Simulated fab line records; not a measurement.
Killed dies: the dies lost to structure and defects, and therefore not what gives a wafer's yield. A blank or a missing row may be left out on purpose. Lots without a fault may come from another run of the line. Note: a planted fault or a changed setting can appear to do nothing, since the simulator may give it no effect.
fab line records + flow sky130
[record]
- lots = 7
- wafers = 21
- last_day = 50
route steps=708 shown VIA1@467
lots untouched by any fault: they come from a run of this same line in which no faults occurred
start_h: the number of hours between the record's first day and the start of the first shown wafer of the lot + wait_h: hours from the lot's prior step to this one + " repeats the value in the row above + L1.1+2: a row that stands for several wafers + - value missing, or start not given + * or withheld: withheld + < > ~ a bound
route shown NAME@n: NAME is a module with steps in the file, n the number in the route of the first one + usual: mean and standard deviation over wafers with no fault + same: alike in all rows + chamber/n: place in a boat + sites: the reading at each site + _std_site: their standard deviation + _edge_site: outer sites' mean less inner sites' + radius_mm: how far each site lies from the wafer's centre + mask NAME#n: copy n + behind: tool/chamber where the wafer was last shaped + hold: why the lot went on hold/how many hours it stayed there/how the hold came to an end + device: names the non-switching transistor (n, p or np) + end of line: at the end of the route, the tests of the same wafers + a step given without rows: its recipe and nothing more + killed: at the first sort, the dies lost to defects and structure; wafer yield is something else + map: shows each die of a wafer: x if killed, . if not, _ if none is there
set.NAME: the setting the step ran with; set.NAME@STEP: the setting that earlier step ran with + model.NAME: the simulator's own value behind a step, which no gauge read
lots at selected steps of the route; one table per step, one row per wafer
services: a tool's chamber out of use, with start hour (start_h, from the record's first day; less than 0 if before it), hours out, and reason
[[steps]]
[step SKY_VIA1_EXPOSE_09]
[recipe]
- mask_id = VIM
- na = 0.8
- source_shape = annular
- sigma_inner = 0.55
- sigma_outer = 0.85
- target_cd_nm = 150
- dose_mj = 38
[step SKY_VIA1_PEB_10]
[recipe]
- peb_temp_c = withheld
- peb_time_s = withheld
- resist = KrF-thick
[step SKY_VIA1_DEVELOP_11]
[recipe]
- develop_time_s = 60
- resist = KrF-thick
- dev_temp_c = 21
[step SKY_VIA1_CD_MEAS_12]
[recipe]
- target_cd_nm = 150
[usual]
- cd_nm = 149.8/1.8
| lot.wafer | tool      | chamber | start_h | wait_h | cd_nm |
|-----------|-----------|---------|---------|--------|-------|
| L587.2    | cd_sem-01 | -       | 790.84  | -      | 152.3 |
| L587.5    | "         | -       | "       | "      | 149.8 |
| L587.6    | "         | -       | "       | "      | 151.7 |
| L601.1    | cd_sem-01 | -       | 905.42  | -      | 152.2 |
| L601.3    | "         | -       | "       | "      | 149.7 |
| L601.5    | "         | -       | "       | "      | 151.9 |
| L604.2    | cd_sem-02 | -       | 922.51  | -      | 151.0 |
| L604.4    | "         | -       | "       | "      | 151.9 |
| L604.5    | "         | -       | "       | "      | 153.0 |
| L605.2    | cd_sem-01 | -       | 928.59  | -      | 148.0 |
| L605.4    | "         | -       | "       | "      | 146.1 |
| L605.6    | "         | -       | "       | "      | 148.1 |
| L606.1    | cd_sem-01 | -       | 932.17  | -      | 150.7 |
| L606.3    | "         | -       | "       | "      | 151.0 |
| L606.5    | "         | -       | "       | "      | 151.4 |
| L607.2    | cd_sem-01 | -       | 938.84  | -      | 147.1 |
| L607.3    | "         | -       | "       | "      | 147.0 |
| L607.5    | "         | -       | "       | "      | 148.1 |
| L610.1    | cd_sem-02 | -       | 975.52  | -      | 151.8 |
| L610.3    | "         | -       | "       | "      | 150.5 |
| L610.6    | "         | -       | "       | "      | 151.4 |
[step SKY_VIA1_OVL_MEAS_13]
[usual]
- VIA1_OVL = -6/4.9
| lot.wafer | tool       | chamber | start_h | wait_h | VIA1_OVL[nm] |
|-----------|------------|---------|---------|--------|--------------|
| L587.2    | overlay-01 | -       | 790.94  | 0.1    | 0            |
| L587.5    | "          | -       | "       | "      | -3           |
| L587.6    | "          | -       | "       | "      | 2            |
| L601.1    | overlay-01 | -       | 905.54  | 0.1    | -15          |
| L601.3    | "          | -       | "       | "      | -14          |
| L601.5    | "          | -       | "       | "      | -12          |
| L604.2    | overlay-02 | -       | 922.62  | 0.1    | -2           |
| L604.4    | "          | -       | "       | "      | -2           |
| L604.5    | "          | -       | "       | "      | -9           |
| L605.2    | overlay-02 | -       | 928.70  | 0.1    | -2           |
| L605.4    | "          | -       | "       | "      | -6           |
| L605.6    | "          | -       | "       | "      | -2           |
| L606.1    | overlay-01 | -       | 932.29  | 0.1    | -8           |
| L606.3    | "          | -       | "       | "      | -4           |
| L606.5    | "          | -       | "       | "      | -5           |
| L607.2    | overlay-02 | -       | 938.95  | 0.1    | -8           |
| L607.3    | "          | -       | "       | "      | -1           |
| L607.5    | "          | -       | "       | "      | -6           |
| L610.1    | overlay-02 | -       | 975.64  | 0.1    | -4           |
| L610.3    | "          | -       | "       | "      | -5           |
| L610.6    | "          | -       | "       | "      | -12          |
[step SKY_VIA1_ETCH_14]
[recipe]
- chemistry = N2/H2
- target = BARC
- ion_energy_ev = 200
- source_w = 500
- bias_w = 100
- pressure_mtorr = 30
- n2_flow_sccm = 100
- h2_flow_sccm = 200
- stop_on = SiO2
- time_s = 45.9
- target_depth_a = 600
[usual]
- drypump_motor_current_A = 5.7/0.45
- oes_product_au = 0.854/0.0046
- throttle_valve_pct = 13.224/0.0095
| lot.wafer | tool        | chamber | start_h | wait_h | drypump_motor_current_A | oes_product_au | rf_hours_counter_h | throttle_valve_pct |
|-----------|-------------|---------|---------|--------|-------------------------|----------------|--------------------|--------------------|
| L587.2    | rie_diel-02 | 3       | 790.97  | 0.0    | 6.0                     | 0.862          | 15                 | 13.237             |
| L587.5    | "           | 2       | "       | "      | 5.9                     | 0.859          | -                  | 13.212             |
| L587.6    | "           | 3       | "       | "      | 6.0                     | 0.858          | -                  | 13.233             |
| L601.1    | rie_diel-01 | 2       | 905.58  | 0.0    | 5.7                     | 0.854          | 10                 | 13.237             |
| L601.3    | "           | 1       | "       | "      | 5.1                     | 0.848          | 6                  | 13.221             |
| L601.5    | "           | 2       | "       | "      | 5.7                     | 0.863          | -                  | 13.228             |
| L604.2    | rie_diel-02 | 3       | 922.65  | 0.0    | 6.0                     | 0.848          | 19                 | 13.225             |
| L604.4    | "           | 0       | "       | "      | 5.5                     | 0.856          | 18                 | 13.222             |
| L604.5    | "           | 0       | "       | "      | 5.5                     | 0.857          | -                  | 13.248             |
| L605.2    | rie_diel-01 | 0       | 928.73  | 0.0    | 5.9                     | 0.852          | 9                  | 13.222             |
| L605.4    | "           | 3       | "       | "      | 5.5                     | 0.854          | 8                  | 13.210             |
| L605.6    | "           | 3       | "       | "      | 5.6                     | 0.853          | -                  | 13.227             |
| L606.1    | rie_diel-01 | 0       | 932.33  | 0.0    | 5.9                     | 0.860          | 9                  | 13.227             |
| L606.3    | "           | 2       | "       | "      | 5.6                     | 0.846          | 11                 | 13.224             |
| L606.5    | "           | 0       | "       | "      | 5.9                     | 0.856          | -                  | 13.226             |
| L607.2    | rie_diel-03 | 2       | 938.98  | 0.0    | 5.4                     | 0.852          | 11                 | 13.230             |
| L607.3    | "           | 0       | "       | "      | 5.0                     | 0.856          | 6                  | 13.233             |
| L607.5    | "           | 2       | "       | "      | 5.4                     | 0.848          | -                  | 13.224             |
| L610.1    | rie_diel-02 | 2       | 975.68  | 0.0    | 5.9                     | 0.846          | 7                  | 13.215             |
| L610.3    | "           | 0       | "       | "      | 5.4                     | 0.854          | 20                 | 13.217             |
| L610.6    | "           | 0       | "       | "      | 5.4                     | 0.854          | -                  | 13.216             |
[step SKY_VIA1_ETCH_15]
[recipe]
- target = SiO2
- chemistry = C4F8/O2/Ar
- target_depth_nm = 351
- stop_on = TiN
- mask_material = KrF-thick
- source_w = 1500
- bias_w = 1200
- pressure_mtorr = 40
- c4f8_flow_sccm = withheld
- O2_flow_sccm = 6
- Ar_flow_sccm = 300
- time_s = 54
[usual]
- oes_product_au = 0.982/0.006
| lot.wafer | tool        | chamber | start_h | wait_h | oes_product_au | rf_hours_counter_h |
|-----------|-------------|---------|---------|--------|----------------|--------------------|
| L587.2    | rie_diel-02 | 3       | 791.02  | 0.0    | 0.975          | 15                 |
| L587.5    | "           | 2       | "       | "      | 0.988          | -                  |
| L587.6    | "           | 3       | "       | "      | 0.984          | -                  |
| L601.1    | rie_diel-01 | 2       | 905.62  | 0.0    | 0.969          | 10                 |
| L601.3    | "           | 1       | "       | "      | 0.980          | 6                  |
| L601.5    | "           | 2       | "       | "      | 0.982          | -                  |
| L604.2    | rie_diel-02 | 3       | 922.69  | 0.0    | 0.980          | 19                 |
| L604.4    | "           | 0       | "       | "      | 0.991          | 18                 |
| L604.5    | "           | 0       | "       | "      | 0.993          | -                  |
| L605.2    | rie_diel-01 | 0       | 928.77  | 0.0    | 0.983          | 9                  |
| L605.4    | "           | 3       | "       | "      | 0.973          | 8                  |
| L605.6    | "           | 3       | "       | "      | 0.990          | -                  |
| L606.1    | rie_diel-01 | 0       | 932.37  | 0.0    | 0.975          | 9                  |
| L606.3    | "           | 2       | "       | "      | 0.977          | 11                 |
| L606.5    | "           | 0       | "       | "      | 0.984          | -                  |
| L607.2    | rie_diel-03 | 2       | 939.02  | 0.0    | 0.961          | 11                 |
| L607.3    | "           | 0       | "       | "      | 0.978          | -                  |
| L607.5    | "           | 0       | "       | "      | 0.982          | -                  |
| L610.1    | rie_diel-02 | 2       | 975.72  | 0.0    | 0.987          | 7                  |
| L610.3    | "           | 0       | "       | "      | 0.988          | 20                 |
| L610.6    | "           | 0       | "       | "      | 0.984          | -                  |
[step SKY_VIA1_STRIP_16]
[recipe]
- chemistry = O2/N2
- power_w = 1400
- pressure_mtorr = 1500
- platen_temp_c = withheld
- o2_flow_sccm = 3000
- n2_flow_sccm = 300
- overash_fraction = 0.5
[usual]
- drypump_motor_current_A = 5.80/0.29
- oes_product_au = 0.415/0.0043
- strip_time_to_endpoint_s = 4.454/0.021
| lot.wafer | tool            | chamber | start_h | wait_h | drypump_motor_current_A | oes_product_au | rf_hours_counter_h | strip_time_to_endpoint_s |
|-----------|-----------------|---------|---------|--------|-------------------------|----------------|--------------------|--------------------------|
| L587.2    | plasma_asher-04 | 1       | 791.10  | 0.1    | 5.51                    | 0.414          | 68                 | 4.428                    |
| L587.5    | "               | 0       | "       | "      | 5.82                    | 0.420          | -                  | 4.419                    |
| L587.6    | "               | 1       | "       | "      | 5.53                    | 0.413          | -                  | 4.439                    |
| L601.1    | plasma_asher-04 | 1       | 905.66  | 0.0    | 5.50                    | 0.408          | 81                 | 4.454                    |
| L601.3    | "               | 1       | "       | "      | 5.55                    | 0.416          | -                  | 4.483                    |
| L601.5    | "               | 1       | "       | "      | 5.49                    | 0.410          | -                  | 4.476                    |
| L604.2    | plasma_asher-04 | 1       | 922.74  | 0.0    | 5.47                    | 0.424          | 83                 | 4.458                    |
| L604.4    | "               | 0       | "       | "      | 5.83                    | 0.421          | -                  | 4.447                    |
| L604.5    | "               | 1       | "       | "      | 5.51                    | 0.411          | -                  | 4.460                    |
| L605.2    | plasma_asher-01 | 1       | 928.82  | 0.0    | 5.99                    | 0.421          | 45                 | 4.468                    |
| L605.4    | "               | 0       | "       | "      | 6.52                    | 0.411          | -                  | 4.467                    |
| L605.6    | "               | 1       | "       | "      | 6.00                    | 0.413          | -                  | 4.481                    |
| L606.1    | plasma_asher-03 | 0       | 932.41  | 0.0    | 5.66                    | 0.416          | 104                | 4.444                    |
| L606.3    | "               | 1       | "       | "      | 5.70                    | 0.421          | -                  | 4.448                    |
| L606.5    | "               | 1       | "       | "      | 5.70                    | 0.412          | -                  | 4.418                    |
| L607.2    | plasma_asher-01 | 1       | 939.09  | 0.0    | 6.01                    | 0.410          | 47                 | 4.471                    |
| L607.3    | "               | 0       | "       | "      | 6.50                    | 0.420          | -                  | 4.474                    |
| L607.5    | "               | 0       | "       | "      | 6.52                    | 0.416          | -                  | 4.468                    |
| L610.1    | plasma_asher-03 | 1       | 975.77  | 0.0    | 5.70                    | 0.419          | 109                | 4.462                    |
| L610.3    | "               | 0       | "       | "      | 5.69                    | 0.417          | -                  | 4.445                    |
| L610.6    | "               | 0       | "       | "      | 5.68                    | 0.422          | -                  | 4.468                    |
[step SKY_VIA1_STRIP_17]
[recipe]
- chemistry = post_etch_residue_remover
- time_s = 1200
- temp_c = 72.5
[step SKY_VIA1_CLEAN_18]
[recipe]
- chemistry = IPA
- time_s = 180
- temp_c = 25
[step SKY_VIA1_CLEAN_19]
[recipe]
- chemistry = O3/DIW
- dry = n2_spin
[step SKY_VIA1_SPUTTER_20]
[recipe]
- material = TiN
- target_thk_nm = 20
- chamber_pressure_pa = 5
- power_w = 4000
- time_s = 80
[usual]
- throttle_valve_pct = 30.2/1
| lot.wafer | tool           | chamber | start_h | wait_h | throttle_valve_pct |
|-----------|----------------|---------|---------|--------|--------------------|
| L587.2    | pvd_sputter-01 | -       | 791.69  | 0.0    | 30.4               |
| L587.5    | "              | -       | "       | "      | 29.4               |
| L587.6    | "              | -       | "       | "      | 29.9               |
| L601.1    | pvd_sputter-01 | -       | 906.26  | 0.0    | 29.5               |
| L601.3    | "              | -       | "       | "      | 28.7               |
| L601.5    | "              | -       | "       | "      | 29.0               |
| L604.2    | pvd_sputter-02 | -       | 923.37  | 0.0    | 30.7               |
| L604.4    | "              | -       | "       | "      | 30.8               |
| L604.5    | "              | -       | "       | "      | 29.1               |
| L605.2    | pvd_sputter-03 | -       | 929.45  | 0.0    | 30.4               |
| L605.4    | "              | -       | "       | "      | 32.0               |
| L605.6    | "              | -       | "       | "      | 28.9               |
| L606.1    | pvd_sputter-03 | -       | 933.05  | 0.0    | 30.4               |
| L606.3    | "              | -       | "       | "      | 32.1               |
| L606.5    | "              | -       | "       | "      | 32.3               |
| L607.2    | pvd_sputter-03 | -       | 939.70  | 0.0    | 29.2               |
| L607.3    | "              | -       | "       | "      | 32.4               |
| L607.5    | "              | -       | "       | "      | 31.0               |
| L610.1    | pvd_sputter-02 | -       | 976.36  | 0.0    | 30.6               |
| L610.3    | "              | -       | "       | "      | 29.1               |
| L610.6    | "              | -       | "       | "      | 29.2               |
[step SKY_VIA1_CVD_21]
[recipe]
- material = W
- target_thk_nm = 270
- time_s = 80.902
- temp_c = 400
- pressure_torr = 40
[usual]
- chamber_pressure_Torr = 39.98/0.1
- heater_power_outer_w = 551/41
- heater_power_w = 908/57
| lot.wafer | tool     | chamber | start_h | wait_h | chamber_pressure_Torr | heater_power_outer_w | heater_power_w |
|-----------|----------|---------|---------|--------|-----------------------|----------------------|----------------|
| L587.2    | cvd_w-01 | 1       | 791.75  | 0.0    | 39.91                 | 606                  | 967            |
| L587.5    | "        | 0       | "       | "      | 40.01                 | 528                  | 908            |
| L587.6    | "        | 1       | "       | "      | 40.16                 | 594                  | 989            |
| L601.1    | cvd_w-01 | 1       | 906.32  | 0.0    | 39.96                 | 607                  | 977            |
| L601.3    | "        | 1       | "       | "      | 39.82                 | 614                  | 954            |
| L601.5    | "        | 1       | "       | "      | 39.97                 | 618                  | 963            |
| L604.2    | cvd_w-01 | 0       | 923.43  | 0.0    | -                     | -                    | -              |
| L604.4    | "        | 0       | "       | "      | -                     | -                    | -              |
| L604.5    | "        | 0       | "       | "      | -                     | -                    | -              |
| L605.2    | cvd_w-01 | 1       | 929.51  | 0.0    | -                     | -                    | -              |
| L605.4    | "        | 1       | "       | "      | -                     | -                    | -              |
| L605.6    | "        | 1       | "       | "      | -                     | -                    | -              |
| L606.1    | cvd_w-01 | 1       | 933.11  | 0.0    | -                     | -                    | -              |
| L606.3    | "        | 0       | "       | "      | -                     | -                    | -              |
| L606.5    | "        | 0       | "       | "      | -                     | -                    | -              |
| L607.2    | cvd_w-01 | 0       | 939.76  | 0.0    | 39.90                 | 542                  | 864            |
| L607.3    | "        | 0       | "       | "      | 39.86                 | 531                  | 888            |
| L607.5    | "        | 1       | "       | "      | 40.01                 | 611                  | 991            |
| L610.1    | cvd_w-01 | 1       | 976.42  | 0.0    | 39.97                 | 598                  | 939            |
| L610.3    | "        | 1       | "       | "      | 40.04                 | 607                  | 1020           |
| L610.6    | "        | 1       | "       | "      | 39.95                 | 614                  | 969            |
[step SKY_VIA1_RS_MEAS_22]
[recipe]
- thk_meas_gauge = four-point-probe
- reads = W_of_VIA1_CVD_21+TiN_of_VIA1_SPUTTER_20
[usual]
- VIA1_W_RS = 0.430/0.0036
| lot.wafer | tool          | chamber | start_h | wait_h | VIA1_W_RS[ohm/sq] |
|-----------|---------------|---------|---------|--------|-------------------|
| L587.2    | film_metro-02 | -       | 791.87  | 0.1    | 0.429             |
| L587.5    | "             | -       | "       | "      | 0.424             |
| L587.6    | "             | -       | "       | "      | 0.434             |
| L601.1    | film_metro-02 | -       | 906.41  | 0.1    | 0.430             |
| L601.3    | "             | -       | "       | "      | 0.436             |
| L601.5    | "             | -       | "       | "      | 0.433             |
| L604.2    | film_metro-02 | -       | 923.55  | 0.1    | 57.858            |
| L604.4    | "             | -       | "       | "      | 58.142            |
| L604.5    | "             | -       | "       | "      | 57.815            |
| L605.2    | film_metro-03 | -       | 929.62  | 0.1    | 57.835            |
| L605.4    | "             | -       | "       | "      | 58.329            |
| L605.6    | "             | -       | "       | "      | 58.713            |
| L606.1    | film_metro-02 | -       | 933.20  | 0.1    | 57.895            |
| L606.3    | "             | -       | "       | "      | 58.563            |
| L606.5    | "             | -       | "       | "      | 58.276            |
| L607.2    | film_metro-04 | -       | 939.87  | 0.1    | 0.436             |
| L607.3    | "             | -       | "       | "      | 0.436             |
| L607.5    | "             | -       | "       | "      | 0.437             |
| L610.1    | film_metro-02 | -       | 976.52  | 0.1    | 0.428             |
| L610.3    | "             | -       | "       | "      | 0.428             |
| L610.6    | "             | -       | "       | "      | 0.429             |
[step SKY_VIA1_THK_MEAS_23]
[recipe]
- thk_meas_gauge = xrf
- reads = W_of_VIA1_CVD_21
[usual]
- VIA1_W_THK = 261/3.4
| lot.wafer | tool          | chamber | start_h | wait_h | VIA1_W_THK[nm] |
|-----------|---------------|---------|---------|--------|----------------|
| L587.2    | film_metro-02 | -       | 791.98  | 0.1    | 257            |
| L587.5    | "             | -       | "       | "      | 263            |
| L587.6    | "             | -       | "       | "      | 256            |
| L601.1    | film_metro-02 | -       | 906.53  | 0.1    | 259            |
| L601.3    | "             | -       | "       | "      | 252            |
| L601.5    | "             | -       | "       | "      | 258            |
| L604.2    | film_metro-02 | -       | 923.66  | 0.1    | <0             |
| L604.4    | "             | -       | "       | "      | <0             |
| L604.5    | "             | -       | "       | "      | <0             |
| L605.2    | film_metro-03 | -       | 929.73  | 0.1    | <0             |
| L605.4    | "             | -       | "       | "      | <0             |
| L605.6    | "             | -       | "       | "      | <0             |
| L606.1    | film_metro-02 | -       | 933.32  | 0.1    | <0             |
| L606.3    | "             | -       | "       | "      | <0             |
| L606.5    | "             | -       | "       | "      | <0             |
| L607.2    | film_metro-04 | -       | 939.98  | 0.1    | 256            |
| L607.3    | "             | -       | "       | "      | 256            |
| L607.5    | "             | -       | "       | "      | 255            |
| L610.1    | film_metro-02 | -       | 976.64  | 0.1    | 258            |
| L610.3    | "             | -       | "       | "      | 261            |
| L610.6    | "             | -       | "       | "      | 262            |
[step SKY_VIA1_CMP_24]
[recipe]
- stop_on = SiO2
- t_overpolish_s = 15
- down_force_psi = 3.5
- platen_rpm = 60
- target_thk_nm = 0
- pad_velocity_m_s = 0.94248
[usual]
- motor_current_A = 10.8/0.84
- time_to_endpoint_s = 66.2/2.6
| lot.wafer | tool   | chamber | start_h | wait_h | motor_current_A | time_to_endpoint_s |
|-----------|--------|---------|---------|--------|-----------------|--------------------|
| L587.2    | cmp-01 | 3       | 792.03  | 0.0    | 11.3            | 61.2               |
| L587.5    | "      | 3       | "       | "      | 10.6            | 63.6               |
| L587.6    | "      | 0       | "       | "      | 10.8            | 64.5               |
| L601.3    | cmp-02 | 3       | 906.64  | 0.1    | 9.3             | 63.9               |
| L601.1    | "      | 1       | "       | "      | 11.0            | 69.0               |
| L601.5    | "      | 2       | "       | "      | 11.8            | 65.6               |
| L604.2    | cmp-01 | 2       | 923.93  | 0.3    | 10.5            | 6.3                |
| L604.4    | "      | 3       | "       | "      | 10.7            | 5.8                |
| L604.5    | "      | 0       | "       | "      | 10.1            | 7.1                |
| L605.4    | cmp-02 | 0       | 929.92  | 0.2    | 11.8            | 6.4                |
| L605.2    | "      | 2       | "       | "      | 10.8            | 6.0                |
| L605.6    | "      | 0       | "       | "      | 12.5            | 7.4                |
| L606.3    | cmp-01 | 3       | 933.43  | 0.1    | 10.8            | 5.8                |
| L606.1    | "      | 1       | "       | "      | 11.0            | 4.7                |
| L606.5    | "      | 3       | "       | "      | 10.6            | 4.9                |
| L607.2    | cmp-02 | 3       | 940.08  | 0.1    | 9.1             | 63.8               |
| L607.3    | "      | 0       | "       | "      | 12.3            | 62.5               |
| L607.5    | "      | 3       | "       | "      | 8.8             | 60.9               |
| L610.1    | cmp-01 | 1       | 976.82  | 0.2    | 10.6            | 64.2               |
| L610.3    | "      | 3       | "       | "      | 10.6            | 64.3               |
| L610.6    | "      | 1       | "       | "      | 10.8            | 62.3               |
[[services]]
| tool            | chamber | start_h | hours | kind   |
|-----------------|---------|---------|-------|--------|
| rie_diel-03     | 1       | 773.61  | 6.8   | repair |
| cmp-02          | -       | 777.06  | 0.4   | repair |
| plasma_asher-03 | -       | 781.30  | 2.8   | pm     |
| rie_diel-03     | -       | 784.89  | 1.7   | repair |
| cmp-02          | -       | 787.01  | 1.3   | repair |
| plasma_asher-03 | -       | 789.63  | 17.3  | repair |
| plasma_asher-01 | -       | 791.39  | 28.3  | pm     |
| cmp-01          | -       | 799.99  | 0.9   | repair |
| rie_diel-01     | 2       | 804.33  | 4.3   | repair |
| rie_diel-02     | 1       | 815.38  | 6.3   | repair |
| plasma_asher-03 | -       | 817.75  | 1.3   | repair |
| rie_diel-02     | -       | 825.16  | 15.6  | pm     |
| cmp-02          | -       | 844.74  | 3.4   | pm     |
| rie_diel-02     | 1       | 847.68  | 1.3   | repair |
| cmp-02          | -       | 852.67  | 2.3   | repair |
| cmp-02          | -       | 861.98  | 1.3   | repair |
| rie_diel-02     | 1       | 862.06  | 12.6  | repair |
| cmp-01          | -       | 873.83  | 3.1   | repair |
| pvd_sputter-03  | -       | 904.85  | 24.6  | repair |
| cmp-02          | -       | 912.14  | 4.0   | pm     |
| rie_diel-02     | 0       | 925.98  | 8.3   | repair |
| plasma_asher-04 | -       | 948.72  | 29.3  | repair |
| plasma_asher-04 | -       | 963.55  | 2.9   | repair |
| cmp-02          | -       | 973.11  | 12.0  | pm     |
[[key]]
[first_sign]
- step = SKY_VIA1_CVD_21
- reading = tool_record
- direction = missing
[effect]
- step = SKY_VIA1_RS_MEAS_22
- reading = VIA1_W_RS
- direction = up
- sigmas = 99+
- usual = 0.430
- struck = 58.158
[effect]
- step = SKY_VIA1_THK_MEAS_23
- reading = VIA1_W_THK
- direction = down
- sigmas = 77
- usual = 261
- struck = <0
[effect]
- step = SKY_VIA1_CMP_24
- reading = time_to_endpoint_s
- direction = down
- sigmas = 23
- usual = *
- struck = *
met_at SKY_VIA1_CVD_21
struck_wafers L604.2,L604.4,L604.5,L605.2,L605.4,L605.6,L606.1,L606.3,L606.5
later_rows_left_out L604.2,L604.4,L604.5,L605.2,L605.4,L605.6,L606.1,L606.3,L606.5
sort_left_out L604.2,L604.4,L604.5,L605.2,L605.4,L605.6,L606.1,L606.3,L606.5
onset_between 906.32 923.43
[fault]
- kind = skipped_step_whole
- tool = cvd_w-01
- chamber = -
- onset_h = 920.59
- steps = SKY_VIA1_CVD_21
- scope = struck_lots_only
// sort_left_out: the simulated sort isn't trusted on such a fault, so these wafers' sort isn't shown, and their yield isn't known
// later_rows_left_out: the simulator's readings of these wafers behind a module that went badly wrong aren't trusted and aren't shown, but for the sort
